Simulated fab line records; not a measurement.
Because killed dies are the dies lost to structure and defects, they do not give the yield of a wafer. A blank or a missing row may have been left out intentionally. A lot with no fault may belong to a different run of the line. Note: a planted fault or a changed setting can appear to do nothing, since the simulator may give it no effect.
Comparing a struck lot with a sound one -- flow sky130 -- 14 steps out of a route of 708
Sound: wafers L669.1, L669.2, L669.5. Wafers L660.4, L660.5, L660.6 were the ones struck. At the end, the cause is stated.
For every step that has rows: the tool of each side, followed by ch and its chambers, followed by its first start. Under that, the readings that differ: sound wafers -- struck wafers -- difference of the means -- sigmas: that difference in standard deviations of wafers without a fault.
alike: readings with means less than 2 such deviations apart, plus words and numbers identical on both sides. not compared: withheld readings, readings lacking a value on some wafer, bounds such as >300 that could conceal the same value, and numbers that have no deviation in the record and whose values overlap.
A row with sigmas, a row that says differs or no value, or rows on one side alone: a step with any of these is where the two part. Non-overlapping numbers with no deviation appear without sigmas and do not part them. A reading that every wafer of one side lacks parts them only if that side has two wafers or more.

SKY_CONTACT_STRIP_19: strips in O2/N2.
  sound on plasma-asher-04 ch 0,1, day 38 00:12; struck on plasma-asher-01 ch 0,1, day 35 08:14
reading,sound,struck,difference,sigmas
strip-time-to-endpoint-s (s),3.60 3.59 3.60,3.65 3.68 3.66,+0.07,+2
  alike: drypump-motor-current-A, oes-product-au
  not compared: rf-hours-counter-h
then, 4 steps without rows for these wafers: SKY_CONTACT_STRIP_20 (strips in post etch residue remover, time 1200 s); SKY_CONTACT_CLEAN_21 (cleans in IPA, time 180 s); SKY_CONTACT_CLEAN_22 (cleans in O3/DIW); SKY_CONTACT_SPUTTER_23 (material TiN, target thk 20 nm, time 80 s).
SKY_CONTACT_CVD_24: deposits W, target thk 340 nm, time 102.12 s.
  sound on cvd-w-02 ch 0,1, day 38 00:51; struck on cvd-w-02 ch 0, day 35 08:58
  alike: heater-power-w
SKY_CONTACT_RS_MEAS_25: a four-point-probe measurement.
  sound: film-metro-03 at day 38 00:58; struck: film-metro-04 at day 35 09:08
  alike: CONTACT_W_RS
SKY_CONTACT_THK_MEAS_26: measures by xrf.
  sound: film-metro-03 at day 38 01:05; struck: film-metro-04 at day 35 09:14
  alike: CONTACT_W_THK
SKY_CONTACT_CMP_27: polishes, stops on SiO2, t overpolish 15 s, target thk 0 nm.
  sound on cmp-02 ch 0,2,3, day 38 01:14; struck on cmp-02 ch 0,3, day 35 09:16
  alike: motor-current-A, overpolish-run-s, time-to-endpoint-s
SKY_METAL1_SPUTTER_00: material Ti, target thk 15 nm, time 10 s.
  sound: pvd-sputter-01 at day 38 01:26; struck: pvd-sputter-04 at day 35 09:34
  alike: cathode-dc-power-W, chamber-pressure-pa, throttle-valve-pct
then, 2 steps without rows for these wafers: SKY_METAL1_SPUTTER_01 (material TiN, target thk 20 nm, time 16.7 s); SKY_METAL1_SPUTTER_02 (material AlCu, target thk 250 nm, time 13.3 s).
SKY_METAL1_SPUTTER_03: material Ti, target thk 5 nm, time 3.3 s.
  sound: pvd-sputter-01 at day 38 01:31; struck: pvd-sputter-04 at day 35 09:38
  no value came back on the struck wafers for cathode-dc-power-W (W), chamber-pressure-pa (Pa), throttle-valve-pct (%); on the sound wafers cathode-dc-power-W (W) reads 3000.3 3000.1 3000.5
SKY_METAL1_SPUTTER_04: material TiN, target thk 70 nm, time 58.3 s.
  sound: pvd-sputter-01 at day 38 01:32; struck: pvd-sputter-04 at day 35 09:40
  alike: cathode-dc-power-W, chamber-pressure-pa, throttle-valve-pct

## WHERE THEY PART
Last at SKY_METAL1_SPUTTER_03 as far as this record goes, first at SKY_CONTACT_STRIP_19. Later steps at which nothing parts them and some readings are alike: SKY_METAL1_SPUTTER_04.

WHY: whatever the simulator had introduced
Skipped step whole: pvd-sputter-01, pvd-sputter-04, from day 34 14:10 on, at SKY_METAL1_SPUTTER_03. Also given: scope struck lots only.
